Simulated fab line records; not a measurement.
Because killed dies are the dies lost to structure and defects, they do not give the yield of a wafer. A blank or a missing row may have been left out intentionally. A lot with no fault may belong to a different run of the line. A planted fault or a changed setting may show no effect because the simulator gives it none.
A struck lot beside a sound one -- flow sky130 -- 22 out of 708 route steps
Sound: wafers L248.2, L248.3, L248.6. Struck: wafers L257.1, L257.2, L257.5. The cause is given at the end.
Order at every step that has rows: each side's tool, ch and its chambers, its first start. Under that, the readings that differ: sound wafers -- struck wafers -- difference of the means -- sigmas: that difference in standard deviations of wafers without a fault.
alike: readings with means less than 2 such deviations apart, plus words and numbers identical on both sides. not compared: withheld readings, readings lacking a value on some wafer, bounds such as >300 that could conceal the same value, and numbers that have no deviation in the record and whose values overlap.
A row with sigmas, a row that says differs or no value, or rows on one side alone: a step with any of these is where the two part. Non-overlapping numbers with no deviation appear without sigmas and do not part them. A reading that every wafer of one side lacks parts them only if that side has two wafers or more.

first, 2 steps without rows for these wafers: SKY_LOCAL_INTERCONNECT_CLEAN_17 (cleans in IPA, time 180 s); SKY_LOCAL_INTERCONNECT_CLEAN_18 (cleans in O3/DIW).
SKY_CONTACT_CVD_00: deposits Si3N4, target thk 75 nm.
  sound on pecvd-01 ch 0,2, day 30 23:19; struck on pecvd-03 ch 1,2, day 34 04:04
  alike: heater-power-w
SKY_CONTACT_THK_MEAS_01:
  sound on film-metro-03, day 30 23:21; struck on film-metro-03, day 34 04:05
  alike: CONTACT_CVD_00_THK
then, 1 step without rows for these wafers: SKY_CONTACT_HDPCVD_02 (deposits SiO2, target thk 565 nm, time 94.2 s).
SKY_CONTACT_THK_MEAS_03:
  sound on film-metro-03, day 30 23:29; struck on film-metro-03, day 34 04:13
  alike: CONTACT_HDPCVD_THK
SKY_CONTACT_CMP_04: polishes SiO2.
  sound on cmp-01 ch 1,3, day 30 23:32; struck on cmp-01 ch 0,1,3, day 34 04:23
  alike: motor-current-A, time-to-endpoint-s
SKY_CONTACT_BOW_MEAS_05:
  sound on film-metro-03, day 30 23:51; struck on film-metro-03, day 34 04:35
  alike: CONTACT_BOW
then, 4 steps without rows for these wafers: SKY_CONTACT_DEHYDRATE_06 (time 60 s); SKY_CONTACT_HMDS_07 (prime time 60 s); SKY_CONTACT_COAT_08 (resist thk 60 nm); SKY_CONTACT_COAT_09 (resist thk 450 nm).
SKY_CONTACT_SOFTBAKE_10: time 90 s.
  sound on litho-track-01 ch 0, day 31 13:00; struck on litho-track-01 ch 0, day 34 17:00
reading,sound,struck,difference,sigmas
heater-power-total-W (W),57.52 57.25 57.28,53.88 53.99 53.86,-3.44,-31
plate-temp-C (C),99.88 99.68 99.80,95.76 95.67 95.79,-4.05,-31
then, 2 steps without rows for these wafers: SKY_CONTACT_EXPOSE_11 (exposes mask CTM1, target cd 170 nm); SKY_CONTACT_PEB_12.
SKY_CONTACT_DEVELOP_13: develop time 60 s.
  sound: litho-track-02 ch 0; struck: litho-track-01 ch 0
reading,sound,struck,difference,sigmas
model.KrF-thick_of_CONTACT_COAT_09.thk-nm (nm),434.6 432.8 434,438.5 439.1 439.7,+5.3,
SKY_CONTACT_CD_MEAS_14: the cd target is 170 nm.
  sound on cd-sem-02, day 32 03:07; struck on cd-sem-01, day 35 05:55
  alike: cd-nm
SKY_CONTACT_OVL_MEAS_15:
  sound on overlay-01, day 32 03:13; struck on overlay-01, day 35 06:02
  alike: CONTACT_OVL
SKY_CONTACT_ETCH_16: etches BARC in N2/H2, stops on SiO2, time 45.9 s, target depth 60 nm.
  sound on rie-diel-02 ch 0,1,3, day 32 03:15; struck on rie-diel-03 ch 1,2,3, day 35 06:04
  alike: drypump-motor-current-A, n2-flow-sccm, oes-product-au, throttle-valve-pct
  not compared: rf-hours-counter-h
SKY_CONTACT_ETCH_17: etches SiO2 in C4F8/O2/Ar, stops on Si3N4, target depth 340 nm.
  sound on rie-diel-02 ch 0,1,3, day 32 03:17; struck on rie-diel-03 ch 1,2,3, day 35 06:07
reading,sound,struck,difference,sigmas
model.KrF-thick_of_CONTACT_COAT_09.thk-nm (nm),325.7 324.8 325.5,331.1 332.7 331.3,+6.4,
  alike: oes-product-au
SKY_CONTACT_ETCH_18: etches Si3N4 in CHF3/O2, stops on TiN, time 39 s, target depth 75 nm.
  sound: rie-diel-02 ch 0,1,3; struck: rie-diel-03 ch 1,2,3
  alike: drypump-motor-current-A, oes-product-au, throttle-valve-pct
  not compared: rf-hours-counter-h
-- the record jumps here: 13 days lie between the struck wafers' starts before and after (it left off in module CONTACT and takes up again in module PAD_OPEN, whose first step shown is number 708 of the route) --
SKY_PAD_OPEN_PROBE_99:
  sound on prober-02, day 46 02:25; struck on prober-01, day 48 12:50
reading,sound,struck,difference,sigmas
killed-open,51 57 60,35 42 39,-17,-3
  alike: killed_at_M0_to_M3, killed_at_M4_up, killed-at-contacts, killed-at-front-end, killed-at-other, killed-dies, killed-short

WHERE THEY PART
Last at SKY_PAD_OPEN_PROBE_99 as far as this record goes, first at SKY_CONTACT_SOFTBAKE_10.

WHY: what had been put in by the simulator
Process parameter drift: litho-track-01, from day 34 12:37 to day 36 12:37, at SKY_CONTACT_SOFTBAKE_10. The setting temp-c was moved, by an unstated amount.
